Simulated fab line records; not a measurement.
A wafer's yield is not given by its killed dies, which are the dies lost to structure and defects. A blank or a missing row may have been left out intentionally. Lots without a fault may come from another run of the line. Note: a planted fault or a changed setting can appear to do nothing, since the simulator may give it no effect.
Chamber matching	flow sky130	4 sister chambers for SKY_FIELD_ISO_CMP_27 on cmp-02
The step polishes, stops on Si3N4, t overpolish 16 s, target thk 457.8 nm. 16 wafers are shown with their chamber, then 8 later ones without.

## WAFERS WITH THEIR CHAMBER
wafer	chamber	motorCurrentA (A)	timeToEndpointS (s)	overpolishRunS (s)
L168.4	3	12.8	115	15.994
L168.5	2	11.5	121	16.001
L168.6	1	12.8	115	16.002
L176.2	2	11.0	120	15.985
L176.4	0	13.8	121	15.988
L176.6	2	11.2	122	15.993
L179.1	3	13.5	112	15.979
L179.2	0	14.1	113	16.005
L179.5	0	13.8	111	16.011
L180.2	0	13.9	115	16.008
L180.3	1	12.4	110	15.997
L180.5	1	12.4	112	16.010
L181.1	0	13.2	115	16.010
L181.2	3	13.9	116	16.001
L181.4	2	10.5	122	16.016
L187.1	1	12.1	108	16.006

SIGNATURES (means of the wafers above)
reading	chamber 0	chamber 1	chamber 2	chamber 3	scatter within a chamber
motorCurrentA	13.760	12.425	11.050	13.400	0.393
timeToEndpointS	115.00	111.25	121.25	114.33	2.8
overpolishRunS	16.00440	16.00375	15.99875	15.99133	0.0101
Rule: a wafer's distance from a chamber is the root of the sum, over the readings, of the square of ((its reading less the chamber's mean) divided by the reading's scatter). If the next closest chamber is less than 2 further off than the closest, the wafer can't be placed; otherwise it belongs to the closest. The scatter: take each reading less its chamber's mean, square it, sum over the shown wafers, divide by the number of wafers less the number of chambers, and take the root.

## WAFERS WITH NO CHAMBER GIVEN
wafer	motorCurrentA (A)	timeToEndpointS (s)	overpolishRunS (s)
L187.3	11.5	115	16.007
L187.4	12.2	112	15.992
L189.2	13.6	113	16.012
L189.3	13.1	116	16.007
L189.5	11.3	119	15.999
L190.1	13.0	112	15.994
L190.5	13.0	106	15.993
L190.6	11.7	117	15.991

## EACH ONE'S CHAMBER
wafer	from the rows above	in truth
L187.3	can't be placed: 2 or 1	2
L187.4	can't be placed: 1 or 3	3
L189.2	can't be placed: 0 or 3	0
L189.3	can't be placed: 0 or 3 or 1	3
L189.5	2	2
L190.1	can't be placed: 3 or 1 or 0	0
L190.5	can't be placed: 1 or 3 or 0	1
L190.6	can't be placed: 2 or 1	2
Placed correctly: 1 of 8. Unplaceable from these rows: 7, with the true chamber sitting among the candidates in 7. Number placed wrongly: 0.
